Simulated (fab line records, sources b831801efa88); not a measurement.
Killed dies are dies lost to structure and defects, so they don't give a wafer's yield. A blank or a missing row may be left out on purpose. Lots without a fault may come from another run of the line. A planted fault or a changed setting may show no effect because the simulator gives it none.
fab line records | flow sfq_line
record lots=14 wafers=42 last_day=85
route steps=325 shown I2@116 C5@249 M7@282
lots that met no fault: from a run of the same line without faults
start_h: hours from the record's first day to the start of the lot's first wafer shown | wait_h: hours since the lot's step before | " the same as in the row above | L1.1+2: a row that stands for several wafers | - no value, or no start given | * or withheld: withheld | < > ~ a bound
route shown NAME@n: a module of which the file shows steps, and the number in the route of the first | usual: mean/standard deviation of fault-free wafers | same: alike in all rows | chamber/n: place in a boat | sites: the reading at each site | _std_site: their standard deviation | _edge_site: outer sites' mean less inner sites' | radius_mm: how far each site lies from the wafer's centre | mask NAME#n: copy n | behind: the tool/chamber that last shaped the wafer | hold: why the lot was held/for how many hours/how that ended | device: the transistor (n, p or np) that didn't switch | end of line: the same wafers' tests at the end of the route | a step without rows: its recipe alone | killed: dies lost to structure and defects at the first sort, not the wafer's yield | map: a wafer's dies, x killed, . not, _ none there
set.NAME: the setting as run; set.NAME@STEP: as run at that earlier step | model.NAME: the simulator's own value behind a step, which no gauge read
steps of the route over a sample of lots; a table a step, a row a wafer
services: from which hour (start_h, from the record's first day; less than 0 if before it) a tool's chamber was out of use, for how many hours, and why
## steps
# step SFQ_TRILAYER_I2_VIA_STRIP_STRIP_071
# recipe gas=O2 power_w=200 platen_temp_c=40 overash_fraction=0.65 chemistry=O2 pressure_mtorr=50
# usual drypump_motor_current_A=5.9/0.47 oes_product_au=0.995/0.0087
# columns lot.wafer tool chamber start_h wait_h drypump_motor_current_A oes_product_au rf_hours_counter_h
L320.1 rie_metal-03 1 860.28 - 6.0 0.996 90
L320.2 " 1 " " 6.0 0.995 -
L320.6 " 1 861.62 - 6.0 1.005 -
L321.2 rie_metal-03 1 863.88 - 6.0 1.005 91
L321.3 " 1 " " 6.0 1.002 -
L321.4 " 0 " " 5.2 0.996 -
L322.3 rie_metal-01 0 866.48 - 5.9 0.995 -
L322.5 " 1 " " 6.2 1.003 -
L322.6 " 0 " " 5.9 0.986 -
L328.1 rie_metal-02 0 941.56 - 6.7 0.985 88
L328.3 " 1 " " 5.4 0.997 -
L328.4 " 0 " " 6.7 0.982 -
L329.2 rie_metal-01 0 959.32 - 5.9 0.979 87
L329.4 " 1 " " 6.2 0.990 -
L329.6 " 0 " " 5.9 0.987 -
L330.3 rie_metal-03 1 967.92 - 6.0 0.994 -
L330.4 " 0 " " 5.2 1.005 -
L330.5 " 0 " " 5.2 1.001 -
L331.3 rie_metal-01 0 984.72 - 5.9 0.996 -
L331.5 " 1 " " 6.2 0.991 -
L331.6 " 0 " " 5.9 0.988 -
L332.1 rie_metal-02 0 991.72 - 6.7 0.988 97
L332.4 " 1 " " 5.4 1.002 -
L332.6 " 0 " " 6.7 0.997 -
L333.1 rie_metal-01 0 992.92 - 5.9 0.986 92
L333.2 " 1 " " 6.2 0.979 18
L333.6 " 1 " " 6.1 0.978 -
L337.2 rie_metal-01 0 1001.32 - 5.9 0.989 93
L337.4 " 0 " " 6.0 0.982 -
L337.5 " 1 " " 6.2 0.977 -
L340.2 rie_metal-02 1 1008.65 - 5.4 1.004 91
L340.3 " 1 " " 5.4 0.999 -
L340.6 " 0 " " 6.7 0.989 -
L341.1 rie_metal-03 0 1009.97 - 5.1 0.996 23
L341.2 " 1 " " 5.9 1.003 111
L341.3 " 0 " " 5.1 1.003 -
L342.4 rie_metal-01 1 1011.37 - 6.1 0.985 -
L342.5 " 0 " " 5.9 0.992 -
L342.6 " 1 " " 6.2 0.989 -
L343.1 rie_metal-02 1 1015.09 - 5.4 1.005 92
L343.5 " 1 " " 5.4 0.997 -
L343.6 " 0 " " 6.7 1.001 -
# step SFQ_TRILAYER_C5_STRIP_STRIP_155
# recipe gas=O2 power_w=195.2 platen_temp_c=40 overash_fraction=0.65 chemistry=O2 pressure_mtorr=50
# usual drypump_motor_current_A=5.7/0.46 oes_product_au=0.997/0.0086
# columns lot.wafer tool chamber start_h wait_h drypump_motor_current_A oes_product_au rf_hours_counter_h
L320.1 rie_metal-03 1 1469.87 - 6.0 0.996 54
L320.2 " 0 " " 5.1 1.019 89
L320.6 " 0 " " 5.2 1.017 -
L321.2 rie_metal-02 1 1473.47 - 5.4 0.982 17
L321.3 " 0 " " 6.7 0.995 -
L321.4 " 1 " " 5.4 0.991 -
L322.3 rie_metal-04 1 1477.27 - 5.5 0.997 -
L322.5 " 1 " " 5.5 0.999 -
L322.6 " 0 " " 5.8 0.994 -
L328.1 rie_metal-03 1 1621.99 - 6.0 0.998 74
L328.3 " 0 " " 5.1 0.993 -
L328.4 " 1 " " 5.9 1.006 -
L329.2 rie_metal-04 0 1625.59 - 5.8 0.994 28
L329.4 " 0 " " 5.8 1.000 -
L329.6 " 1 " " 5.5 0.992 -
L330.3 rie_metal-04 1 1628.19 - 5.5 0.995 -
L330.4 " 0 " " 5.8 0.986 -
L330.5 " 0 " " 5.8 0.987 -
L331.3 rie_metal-03 1 1634.19 - 6.0 1.004 -
L331.5 " 0 " " 5.2 1.001 -
L331.6 " 1 " " 6.0 1.006 -
L332.1 rie_metal-03 0 1636.39 - 5.1 1.005 112
L332.4 " 0 " " 5.2 1.004 -
L332.6 " 1 " " 6.0 1.007 -
L333.1 rie_metal-03 0 1638.79 - 5.1 1.000 113
L333.2 " 1 " " 6.0 1.002 78
L333.6 " 1 " " 6.0 1.003 -
L337.2 rie_metal-02 1 1658.34 - 5.4 0.994 -
L337.4 " 1 " " 5.4 0.990 -
L337.5 " 1 " " 5.4 0.992 -
L340.2 rie_metal-02 0 1672.54 - 6.7 1.000 50
L340.3 " 0 " " 6.7 1.006 -
L340.6 " 1 " " 5.4 0.987 -
L341.1 rie_metal-04 1 1673.74 - 5.5 0.997 11
L341.2 " 0 " " 5.8 0.986 37
L341.3 " 1 " " 5.5 0.996 -
L342.4 rie_metal-02 1 1675.14 - 5.4 0.989 -
L342.5 " 1 " " 5.4 0.984 -
L342.6 " 0 " " 6.7 0.996 -
L343.1 rie_metal-04 0 1676.14 - 5.8 0.992 37
L343.5 " 1 " " 5.5 1.001 -
L343.6 " 0 " " 5.8 0.998 -
# step SFQ_TRILAYER_M7_DEP_SPUTTER_175
# recipe material=Nb base_pressure_pa=1.33e-06 chamber_pressure_pa=0.1333 substrate_temp_c=20 target_thk_nm=200 power_w=2000 time_s=133.3
# usual cathode_dc_power_W=2000.0/0.39 throttle_valve_pct=30.5/1.2
# columns lot.wafer tool chamber start_h wait_h cathode_dc_power_W throttle_valve_pct
L320.1 pvd_sputter-05 - 1679.52 0.0 1999.0 28.5
L320.2 " - " " 2000.1 30.7
L320.6 " - " " 2000.2 30.8
L321.2 pvd_sputter-04 - 1681.81 0.0 2000.1 31.8
L321.3 " - " " 2000.3 29.8
L321.4 " - " " 2000.0 28.6
L322.3 pvd_sputter-05 - 1686.61 0.0 2000.0 28.6
L322.5 " - " " 2000.5 30.7
L322.6 " - " " 2000.2 30.7
L328.1 pvd_sputter-03 - 1748.06 0.0 2000.3 32.4
L328.3 " - " " 1999.7 30.8
L328.4 " - " " 1999.5 29.4
L329.2 pvd_sputter-04 - 1752.86 0.0 1999.9 32.0
L329.4 " - " " 2000.5 28.3
L329.6 " - " " 1999.8 29.7
L330.3 pvd_sputter-03 - 1762.91 0.0 2000.0 29.8
L330.4 " - " " 1999.8 30.9
L330.5 " - " " 1999.7 32.1
L331.3 pvd_sputter-04 - 1768.71 0.0 2001.2 28.5
L331.5 " - " " 2283.9 29.8
L331.6 " - " " 2000.4 32.0
L332.1 pvd_sputter-05 - 1777.11 0.0 1999.3 28.9
L332.4 " - " " 1999.8 30.6
L332.6 " - " " 1999.5 30.5
L333.1 pvd_sputter-04 - 1779.51 0.0 2000.4 32.3
L333.2 " - " " 2284.4 30.0
L333.6 " - " " 1999.5 28.5
L337.2 pvd_sputter-03 - 1803.03 0.0 2000.1 29.6
L337.4 " - " " 2000.1 30.7
L337.5 " - " " 2000.1 29.5
L340.2 pvd_sputter-05 - 1819.23 0.0 2000.1 28.6
L340.3 " - " " 1999.1 30.6
L340.6 " - " " 2000.6 30.5
L341.1 pvd_sputter-03 - 1821.65 0.0 1999.9 29.7
L341.2 " - " " 1999.7 31.0
L341.3 " - " " 2000.1 29.5
L342.4 pvd_sputter-05 - 1851.49 0.0 2000.4 31.0
L342.5 " - " " 1999.6 30.7
L342.6 " - " " 2000.5 28.8
L343.1 pvd_sputter-04 - 1856.29 0.0 2000.0 29.8
L343.5 " - " " 1999.6 32.2
L343.6 " - " " 2000.1 32.3
# step SFQ_M7_RS_MEAS_943
# recipe thk_meas_gauge=four-point-probe reads=Nb_of_TRILAYER_M7_DEP_SPUTTER_175
# usual M7_NB_RS=0.888/0.0097
# columns lot.wafer tool chamber start_h wait_h M7_NB_RS[ohm/sq]
L320.1 film_metro-01 - 1679.61 0.0 0.904
L320.2 " - " " 0.901
L320.6 " - " " 0.905
L321.2 film_metro-04 - 1681.92 0.1 0.889
L321.3 " - " " 0.887
L321.4 " - " " 0.885
L322.3 film_metro-02 - 1686.74 0.1 0.900
L322.5 " - " " 0.886
L322.6 " - " " 0.892
L328.1 film_metro-02 - 1748.15 0.0 0.903
L328.3 " - " " 0.902
L328.4 " - " " 0.897
L329.2 film_metro-04 - 1752.97 0.1 0.892
L329.4 " - " " 0.885
L329.6 " - " " 0.893
L330.3 film_metro-04 - 1763.04 0.1 0.886
L330.4 " - " " 0.891
L330.5 " - " " 0.900
L331.3 film_metro-04 - 1768.84 0.1 0.878
L331.5 " - " " 0.779
L331.6 " - " " 0.890
L332.1 film_metro-02 - 1777.20 0.0 0.885
L332.4 " - " " 0.879
L332.6 " - " " 0.872
L333.1 film_metro-02 - 1779.60 0.0 0.894
L333.2 " - " " 0.783
L333.6 " - " " 0.886
L337.2 film_metro-02 - 1803.14 0.1 0.870
L337.4 " - " " 0.885
L337.5 " - " " 0.891
L340.2 film_metro-01 - 1819.34 0.1 0.906
L340.3 " - " " 0.897
L340.6 " - " " 0.891
L341.1 film_metro-04 - 1821.74 0.0 0.878
L341.2 " - " " 0.884
L341.3 " - " " 0.894
L342.4 film_metro-02 - 1851.64 0.1 0.879
L342.5 " - " " 0.878
L342.6 " - " " 0.890
L343.1 film_metro-04 - 1856.38 0.0 0.882
L343.5 " - " " 0.873
L343.6 " - " " 0.878
# step SFQ_TRILAYER_M7_BARC_OPEN_METAL_ETCH_229
# recipe mask_material=PR chemistry=O2 target_depth_nm=125 target=BARC icp_w=577.1 bias_w=80 pressure_mtorr=10 time_s=41.7
# usual drypump_motor_current_A=5.9/0.46 oes_product_au=0.686/0.0048
# columns lot.wafer tool chamber start_h wait_h drypump_motor_current_A oes_product_au rf_hours_counter_h
L320.1 rie_metal-02 0 1749.50 0.0 6.7 0.683 60
L320.2 " 1 " " 5.5 0.688 55
L320.6 " 0 " " 6.7 0.680 -
L321.2 rie_metal-01 1 1754.43 0.0 6.2 0.692 128
L321.3 " 1 " " 6.1 0.690 -
L321.4 " 0 " " 5.9 0.694 -
L322.3 rie_metal-03 0 1760.57 0.0 5.1 0.679 -
L322.5 " 1 " " 6.0 0.684 -
L322.6 " 0 " " 5.2 0.687 -
L328.1 rie_metal-01 1 1848.28 0.0 6.2 0.681 4
L328.3 " 1 " " 6.2 0.687 -
L328.4 " 0 " " 5.9 0.692 -
L329.2 rie_metal-02 1 1854.14 0.0 5.4 0.687 67
L329.4 " 0 " " 6.7 0.685 -
L329.6 " 1 " " 5.4 0.685 -
L330.3 rie_metal-01 1 1865.08 0.0 6.2 0.683 -
L330.4 " 0 " " 6.0 0.679 -
L330.5 " 1 " " 6.2 0.688 -
L331.3 rie_metal-03 0 1868.68 0.0 5.1 0.689 -
L331.5 " 0 " " 5.1 0.682 -
L331.6 " 1 " " 5.9 0.693 -
L332.1 rie_metal-01 0 1875.86 0.0 5.9 0.681 83
L332.4 " 1 " " 6.2 0.679 -
L332.6 " 0 " " 5.9 0.681 -
L333.1 rie_metal-01 1 1878.26 0.0 6.1 0.691 8
L333.2 " 0 " " 5.9 0.682 83
L333.6 " 1 " " 6.2 0.689 -
L337.2 rie_metal-01 1 1907.06 0.0 6.1 0.682 11
L337.4 " 0 " " 5.9 0.681 -
L337.5 " 1 " " 6.1 0.683 -
L340.2 rie_metal-01 0 1922.79 0.0 5.9 0.689 89
L340.3 " 1 " " 6.2 0.682 -
L340.6 " 1 " " 6.2 0.686 -
L341.1 rie_metal-03 0 1925.19 0.0 5.1 0.692 13
L341.2 " 1 " " 5.9 0.684 118
L341.3 " 1 " " 5.9 0.681 -
L342.4 rie_metal-03 1 1958.25 0.0 6.0 0.682 -
L342.5 " 0 " " 5.1 0.681 -
L342.6 " 1 " " 6.0 0.687 -
L343.1 rie_metal-03 0 1961.83 0.0 5.2 0.689 19
L343.5 " 1 " " 5.9 0.682 -
L343.6 " 0 " " 5.1 0.687 -
# step SFQ_TRILAYER_M7_ETCH_METAL_ETCH_180
# recipe target=Nb stop_on=SiO2 mask_material=PR chemistry=Cl2/Ar target_depth_nm=240 icp_w=600 bias_w=80 pressure_mtorr=10 time_s=120
# usual drypump_motor_current_A=5.9/0.46 oes_product_au=0.895/0.0082
# columns lot.wafer tool chamber start_h wait_h drypump_motor_current_A oes_product_au rf_hours_counter_h
L320.1 rie_metal-02 0 1749.56 0.0 6.7 0.883 60
L320.2 " 1 " " 5.4 0.881 55
L320.6 " 0 " " 6.7 0.884 -
L321.2 rie_metal-01 1 1754.51 0.1 6.2 0.889 128
L321.3 " 1 " " 6.2 0.889 -
L321.4 " 0 " " 5.9 0.899 -
L322.3 rie_metal-03 0 1760.65 0.1 5.2 0.888 -
L322.5 " 1 " " 6.0 0.904 -
L322.6 " 0 " " 5.2 0.893 -
L328.1 rie_metal-01 1 1848.34 0.0 6.2 0.890 4
L328.3 " 1 " " 6.2 0.888 -
L328.4 " 0 " " 5.9 0.881 -
L329.2 rie_metal-02 1 1854.20 0.0 5.4 0.895 67
L329.4 " 0 " " 6.7 0.898 -
L329.6 " 1 " " 5.4 0.883 -
L330.3 rie_metal-01 1 1865.16 0.1 6.1 0.903 -
L330.4 " 0 " " 6.0 0.901 -
L330.5 " 1 " " 6.2 0.892 -
L331.3 rie_metal-03 0 1868.76 0.1 5.1 0.902 -
L331.5 " 0 " " 5.1 0.960 -
L331.6 " 1 " " 6.0 0.895 -
L332.1 rie_metal-01 0 1875.92 0.0 5.9 0.898 83
L332.4 " 1 " " 6.2 0.893 -
L332.6 " 0 " " 5.9 0.896 -
L333.1 rie_metal-01 1 1878.32 0.0 6.2 0.896 8
L333.2 " 0 " " 5.9 0.965 84
L333.6 " 1 " " 6.1 0.896 -
L337.2 rie_metal-01 1 1907.12 0.0 6.2 0.908 11
L337.4 " 0 " " 5.9 0.890 -
L337.5 " 1 " " 6.2 0.902 -
L340.2 rie_metal-01 0 1922.85 0.0 6.0 0.888 89
L340.3 " 1 " " 6.2 0.884 -
L340.6 " 1 " " 6.2 0.880 -
L341.1 rie_metal-03 0 1925.25 0.0 5.1 0.904 13
L341.2 " 1 " " 6.0 0.897 118
L341.3 " 1 " " 5.9 0.889 -
L342.4 rie_metal-03 1 1958.33 0.1 6.0 0.904 -
L342.5 " 0 " " 5.2 0.901 -
L342.6 " 1 " " 6.0 0.891 -
L343.1 rie_metal-03 0 1961.89 0.0 5.1 0.897 19
L343.5 " 1 " " 6.0 0.905 -
L343.6 " 0 " " 5.2 0.905 -
## services
# columns tool chamber start_h hours kind
rie_metal-03 1 905.97 10.1 repair
rie_metal-02 - 1005.26 2.1 repair
rie_metal-03 1 1017.44 1.6 repair
rie_metal-01 - 1035.48 2.8 pm
rie_metal-02 - 1093.76 2.8 pm
rie_metal-02 0 1096.82 3.3 repair
rie_metal-01 1 1110.87 32.2 repair
rie_metal-03 - 1186.53 2.8 pm
rie_metal-03 - 1249.23 1.4 pm
rie_metal-03 0 1285.36 17.0 repair
rie_metal-03 1 1295.89 2.4 repair
rie_metal-03 - 1315.40 0.2 repair
rie_metal-01 - 1318.85 0.6 repair
rie_metal-02 - 1353.59 0.8 repair
rie_metal-03 - 1461.88 0.3 repair
rie_metal-02 - 1463.49 0.9 repair
rie_metal-02 0 1513.99 2.1 repair
rie_metal-02 - 1624.48 15.6 pm
rie_metal-03 1 1646.11 3.0 repair
rie_metal-02 0 1654.88 8.5 repair
rie_metal-03 0 1671.49 21.4 repair
rie_metal-03 0 1703.34 18.9 repair
rie_metal-02 1 1941.13 14.3 repair
rie_metal-01 0 1941.27 26.9 repair
## key
first_sign step=SFQ_TRILAYER_M7_DEP_SPUTTER_175 reading=cathode_dc_power_W direction=up sigmas=99+ usual=2000.0 struck=2284.2
effect step=SFQ_M7_RS_MEAS_943 reading=M7_NB_RS direction=down sigmas=11 usual=0.888 struck=0.781
effect step=SFQ_TRILAYER_M7_ETCH_METAL_ETCH_180 reading=oes_product_au direction=up sigmas=8.2 usual=0.895 struck=0.962
met_at SFQ_TRILAYER_M7_DEP_SPUTTER_175
struck_lots L331,L333
struck_wafers L331.5,L333.2
not_acting_at SFQ_TRILAYER_I2_VIA_STRIP_STRIP_071,SFQ_TRILAYER_C5_STRIP_STRIP_155,SFQ_TRILAYER_M7_BARC_OPEN_METAL_ETCH_229
onset_between 1752.86 1768.71
fault kind=process_parameter_drift tool=pvd_sputter-04 chamber=- onset_h=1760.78 steps=SFQ_TRILAYER_M7_DEP_SPUTTER_175 channel=power_w offset=284.82 shape=step end_h=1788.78 acts_in=these_recipes_only stated=2000 scope=struck_wafers_only
